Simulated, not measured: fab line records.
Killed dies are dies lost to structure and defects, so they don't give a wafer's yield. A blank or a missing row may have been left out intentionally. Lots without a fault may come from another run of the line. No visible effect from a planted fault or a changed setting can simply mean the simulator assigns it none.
The tool behind it: which one? | flow gf180mcu | 11 lots with 33 wafers sampled at 3 steps, on a route of 602 steps

WHAT THE GAUGES READ, wafer by wafer
GF_PSD_RS_MEAS_14: the measuring method here is four-point-probe.
lot  | measured     | on            | NSD_RS (ohm/sq)
L497 | day 15 22:03 | film-metro-03 | 46.07 46.00 46.01
L499 | day 16 17:02 | film-metro-04 | 46.05 45.97 45.94
L506 | day 19 02:53 | film-metro-04 | 49.81 49.87 49.94 49.90 49.86 49.76
L508 | day 19 19:31 | film-metro-01 | 49.68 49.72 49.75 49.73 49.73 49.92
L512 | day 21 04:50 | film-metro-03 | 45.99 45.90 45.89
L514 | day 21 23:16 | film-metro-01 | 45.94 45.99 45.94
L515 | day 22 01:35 | film-metro-03 | 45.98 46.00 45.95
L516 | day 22 06:47 | film-metro-01 | 45.89 45.98 45.85
L517 | day 22 15:34 | film-metro-04 | 45.94 45.97 46.07
L518 | day 23 00:46 | film-metro-01 | 46.05 45.99 45.92
L520 | day 23 14:29 | film-metro-04 | 46.12 45.98 45.96

TOOL THAT RAN EACH LOT (tool first, then ch and the chambers of the sampled wafers, then the start)
lot  | GF_NSD_IMPLANT_09               | GF_NSD_STRIP_11
L497 | implanter-02 ch 0, day 14 22:01 | plasma-asher-03 ch 0,1, day 14 22:18
L499 | implanter-04 ch 0, day 15 17:25 | plasma-asher-04 ch 0,1, day 15 17:43
L506 | implanter-02 ch 0, day 18 02:07 | plasma-asher-03 ch 0,1, day 18 02:25
L508 | implanter-02 ch 0, day 18 18:01 | plasma-asher-01 ch 0,1, day 18 18:19
L512 | implanter-03 ch 0, day 20 03:19 | plasma-asher-04 ch 1, day 20 03:35
L514 | implanter-03 ch 0, day 20 21:31 | plasma-asher-03 ch 0,1, day 20 21:49
L515 | implanter-03 ch 0, day 20 23:25 | plasma-asher-03 ch 0,1, day 20 23:41
L516 | implanter-04 ch 0, day 21 04:40 | plasma-asher-04 ch 0,1, day 21 04:58
L517 | implanter-02 ch 0, day 21 13:40 | plasma-asher-03 ch 0,1, day 21 13:58
L518 | implanter-02 ch 0, day 21 23:17 | plasma-asher-03 ch 0,1, day 21 23:35
L520 | implanter-02 ch 0, day 22 13:34 | plasma-asher-04 ch 0,1, day 22 13:52
- GF_NSD_IMPLANT_09
- GF_NSD_STRIP_11: strips in O2/N2.

THE ANSWER, worked out from the rows above alone
Rule: the lots themselves supply what counts as usual. Put in order of their means at a reading, lots are off if they are a third of the lots or fewer, leave a main group of 4 or more, and stand apart from it by a gap of 3 or more times the standard deviation of the main group's means; of several such gaps the widest counts. A main group whose means are all the same, to the digits that the tables above print for the reading, isn't used. Also off: a lot with no number at a reading for which 4 or more lots have one. All remaining lots with rows at the step are treated as sound.
Off: L506, L508, at GF_PSD_RS_MEAS_14 (NSD_RS). The main group has a mean of 45.98 ohm/sq with a standard deviation of 0.037.
A tool fits if, at a process step before that reading, it ran every lot that is off, and no sound lot after the first of them. The gauges at GF_PSD_RS_MEAS_14 are tried like those tools. No candidate that was tried fits.

WHAT THE SIMULATOR PUT IN
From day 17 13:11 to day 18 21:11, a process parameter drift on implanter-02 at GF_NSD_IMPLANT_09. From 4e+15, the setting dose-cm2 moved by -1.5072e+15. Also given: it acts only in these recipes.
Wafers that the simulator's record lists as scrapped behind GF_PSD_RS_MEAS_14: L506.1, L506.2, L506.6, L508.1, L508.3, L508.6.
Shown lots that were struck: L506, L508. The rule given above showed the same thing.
